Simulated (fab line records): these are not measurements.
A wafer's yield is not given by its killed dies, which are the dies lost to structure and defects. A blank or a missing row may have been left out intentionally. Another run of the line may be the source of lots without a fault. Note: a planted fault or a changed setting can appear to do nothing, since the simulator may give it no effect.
2 desks looking at one fault | flow gf180mcu | only its own numbers are on each desk; what lay behind them is given at the end

## AT THE TOOL OWNER'S DESK: plasma-asher-02
The tool's own readings at GF_HV_LDD_STRIP_22 (strips in O2/N2): means of the sampled wafers that have a number, for each lot that ran on this tool. A lot is out of limits, marked OUT, if its mean lies more than 4 standard deviations from the usual mean; the brackets give that distance.
Columns: A = drypump-motor-current-A at GF_HV_LDD_STRIP_22, usual 5.8 A; B = heater-power-w at GF_HV_LDD_STRIP_22, usual 352 W; C = oes-product-au at GF_HV_LDD_STRIP_22, usual 0.716 a.u.; D = platen-temp-c at GF_HV_LDD_STRIP_22, usual 249.98 C; E = strip-time-to-endpoint-s at GF_HV_LDD_STRIP_22, usual 12.62 s
lot  | first seen here | A   | B   | C               | D      | E
L506 | day 10 19:42    | 6.0 | 333 | 0.716           | 249.98 | 12.69
L511 | day 12 15:27    | 6.0 | 337 | 0.717           | 250.00 | 12.65
L512 | day 12 19:19    | 6.0 | 335 | 0.717           | 250.28 | 12.63
L513 | day 13 02:50    | 6.4 | 335 | 0.713           | 249.92 | 12.60
L515 | day 13 18:44    | 6.1 | 334 | 0.717           | 250.02 | 12.61
L522 | day 15 22:40    | 6.1 | 337 | 0.888 (+37) OUT | 250.08 | -
This desk's verdict: out of limits on L522, starting with L522 at day 15 22:40 (oes-product-au at GF_HV_LDD_STRIP_22). L506, L511, L512, L513, L515 stayed within limits.

## AT THE METROLOGY DESK
What the gauges read for every lot (on any tool): the sampled wafers with a number, averaged. A lot is out of limits, marked OUT, if its mean lies more than 4 standard deviations from the usual mean; the brackets give that distance.
Columns: A = cd-nm at GF_V1_CD_MEAS_14, usual 259.5 nm; B = V1_W_RS at GF_V1_RS_MEAS_24, usual 0.327 ohm/sq
lot  | first seen here | A     | B
L506 | day 18 01:09    | 259.1 | 0.327
L507 | day 18 11:24    | 259.3 | 0.327
L508 | day 19 02:39    | 259.5 | 0.327
L509 | day 19 05:39    | 261.0 | 0.323
L510 | day 19 21:43    | 257.8 | 0.325
L511 | day 20 09:20    | 258.8 | 0.323
L512 | day 20 19:37    | 260.2 | 0.328
L513 | day 21 01:05    | 260.5 | 0.324
L514 | day 21 06:18    | 260.5 | 0.332
L515 | day 21 17:59    | 257.9 | 0.330
L516 | day 22 00:14    | 260.0 | 0.321
L517 | day 22 05:17    | 260.0 | 0.326
L522 | day 24 01:03    | 260.3 | 0.327
Result from this desk: across the 13 lots, nothing is out of limits.

## PUT TOGETHER
On L522, at day 15 22:40, an alarm was possible from the tool owner's desk.
Nothing out of limits was seen by the metrology desk.
The metrology desk holds a record of L522, inside its limits.
All the named lots went through GF_HV_LDD_STRIP_22 on plasma-asher-02.

## WHAT THE SIMULATOR HAD PUT IN
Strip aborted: plasma-asher-02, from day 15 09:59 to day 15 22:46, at GF_HV_LDD_STRIP_22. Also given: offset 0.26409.
Struck lots among those shown: L522.
Time in hours from fault onset to the first out-of-limits reading at each desk: the tool owner's desk, 13.
